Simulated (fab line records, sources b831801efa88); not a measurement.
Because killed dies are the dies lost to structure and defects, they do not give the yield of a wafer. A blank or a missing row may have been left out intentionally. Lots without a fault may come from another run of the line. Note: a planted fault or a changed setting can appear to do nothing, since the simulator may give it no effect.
Which of the tools did it? | flow gf180mcu | 42 wafers from 14 lots sampled at 3 of the route's 602 steps

WHAT THE GAUGES SHOWED, per wafer
GF_STI_THK_MEAS_02. Usual: for STI_OXIDATION_THK the level is 10.02 nm and the standard deviation is 0.19.
lot  | measured    | on            | STI_OXIDATION_THK (nm) | flag
L904 | day 1 14:05 | film-metro-04 | 10.19 10.13 10.04      |
L906 | day 1 21:35 | film-metro-04 | 10.12 10.24 9.96       |
L909 | day 2 16:56 | film-metro-01 | 10.27 10.10 10.18      |
L910 | day 2 19:57 | film-metro-04 | 10.05 10.17 10.06      |
L912 | day 3 03:31 | film-metro-01 | 10.02 10.05 9.91       |
L913 | day 3 09:07 | film-metro-02 | 9.84 9.68 9.90         |
L915 | day 3 18:34 | film-metro-04 | 9.81 9.76 9.93         |
L916 | day 3 23:32 | film-metro-01 | 9.66 9.78 9.94         |
L917 | day 4 06:30 | film-metro-01 | 10.25 10.31 10.34      |
L918 | day 4 09:31 | film-metro-01 | 9.85 9.87 9.83         |
L922 | day 5 05:31 | film-metro-01 | 9.83 10.00 9.78        |
L923 | day 5 10:31 | film-metro-02 | 9.97 9.90 10.01        |
L926 | day 6 01:38 | film-metro-04 | 9.82 9.78 9.60         |
L927 | day 6 06:31 | film-metro-02 | 9.92 9.78 9.77         |

GF_PSD_RS_MEAS_15: measurement is done with a four-point probe. Usual: for PSD_RS the level is 108.76 ohm/sq and the standard deviation is 0.3.
lot  | measured     | on            | PSD_RS (ohm/sq)      | flag
L904 | day 14 06:00 | film-metro-03 | 109.16 108.58 108.67 |
L906 | day 14 22:18 | film-metro-04 | 108.56 109.05 108.67 |
L909 | day 16 02:16 | film-metro-01 | 109.14 109.03 108.89 |
L910 | day 16 11:39 | film-metro-04 | 108.92 108.70 108.92 |
L912 | day 17 04:41 | film-metro-01 | 108.69 109.11 109.20 |
L913 | day 17 13:24 | film-metro-03 | 108.44 109.00 108.63 |
L915 | day 18 00:25 | film-metro-01 | 108.72 108.11 108.49 |
L916 | day 18 05:55 | film-metro-01 | 109.19 109.00 109.13 |
L917 | day 18 22:22 | film-metro-03 | 108.57 108.38 108.45 |
L918 | day 19 03:46 | film-metro-04 | 109.65 109.15 109.09 |
L922 | day 20 09:14 | film-metro-01 | 109.04 109.25 109.37 |
L923 | day 20 14:06 | film-metro-03 | 108.23 107.98 108.18 |
L926 | day 21 18:23 | film-metro-01 | 108.62 109.12 109.13 |
L927 | day 22 09:24 | film-metro-01 | 108.61 108.75 108.72 |

TOOL THAT RAN EACH LOT (tool first, then ch and the chambers of the sampled wafers, then the start)
lot  | GF_STI_WET_ETCH_26
L904 | wet-bench-04 ch 0, day 2 05:19
L906 | wet-bench-04 ch 1, day 2 19:59
L909 | wet-bench-04 ch 1, day 3 10:20
L910 | wet-bench-03 ch 0, day 3 12:47
L912 | wet-bench-04 ch 0, day 3 21:53
L913 | wet-bench-04 ch 0, day 4 02:32
L915 | wet-bench-03 ch 3, day 4 12:10
L916 | wet-bench-03 ch 3, day 4 17:16
L917 | wet-bench-03 ch 2, day 5 00:44
L918 | wet-bench-03 ch 2, day 5 04:11
L922 | wet-bench-03 ch 0, day 6 01:05
L923 | wet-bench-03 ch 2, day 6 05:48
L926 | wet-bench-04 ch 2, day 6 20:40
L927 | wet-bench-04 ch 0, day 7 05:25
- GF_STI_WET_ETCH_26: etches SiO2 in dHF, target depth 94 nm, time 188 s.

WHAT THE TOOLS THEMSELVES READ (means of the sampled wafers that have a number; where no wafer has one, the mark that the record gives instead)
GF_STI_WET_ETCH_26. Usual: run-length-s at 218 s, with a standard deviation of 3.7.
lot  | tool         | run-length-s (s) | flag
L904 | wet-bench-04 | 213              |
L906 | wet-bench-04 | 215              |
L909 | wet-bench-04 | 216              |
L910 | wet-bench-03 | 221              |
L912 | wet-bench-04 | 220              |
L913 | wet-bench-04 | 220              |
L915 | wet-bench-03 | 222              |
L916 | wet-bench-03 | 222              |
L917 | wet-bench-03 | 222              |
L918 | wet-bench-03 | 221              |
L922 | wet-bench-03 | 65               | OFF
L923 | wet-bench-03 | 66               | OFF
L926 | wet-bench-04 | 215              |
L927 | wet-bench-04 | 212              |

THE ANSWER, worked out from the rows above alone
Rule: take the mean of a lot's wafers that have a number; if it is more than 3 standard deviations from the usual mean, the lot is off. Also off: a lot with no number at a reading for which 4 or more lots have one. All remaining lots with rows at the step are treated as sound. After the gauges, taken in route order, come the tools' own readings; for these a lot's mean is taken, as printed above. At the first step where some lot is off, the reading lying furthest off is the one used; lots without a number count as furthest.
Off: L922, L923, at GF_STI_WET_ETCH_26 (run-length-s).
If a tool, at that step or one of the process steps before it, ran each lot that is off and ran no sound lot following the first of them, it fits. One fits: GF_STI_WET_ETCH_26 on wet-bench-03. A fault onset in the window from L918 (day 5 04:11, its last sound lot) to L922 (day 6 01:05, its first lot off) fits.
The tool's own readings at GF_STI_WET_ETCH_26 bear it out: on the lots that are off they differ by more than 5 times the standard deviation of the sound lots' means. run-length-s reads 66 s there against 218 s on the sound lots.

WHAT WAS PUT IN BY THE SIMULATOR
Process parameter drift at GF_STI_WET_ETCH_26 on wet-bench-03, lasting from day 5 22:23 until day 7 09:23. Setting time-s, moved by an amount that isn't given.
Lots struck among those shown: L922, L923. Same finding as the rule above.
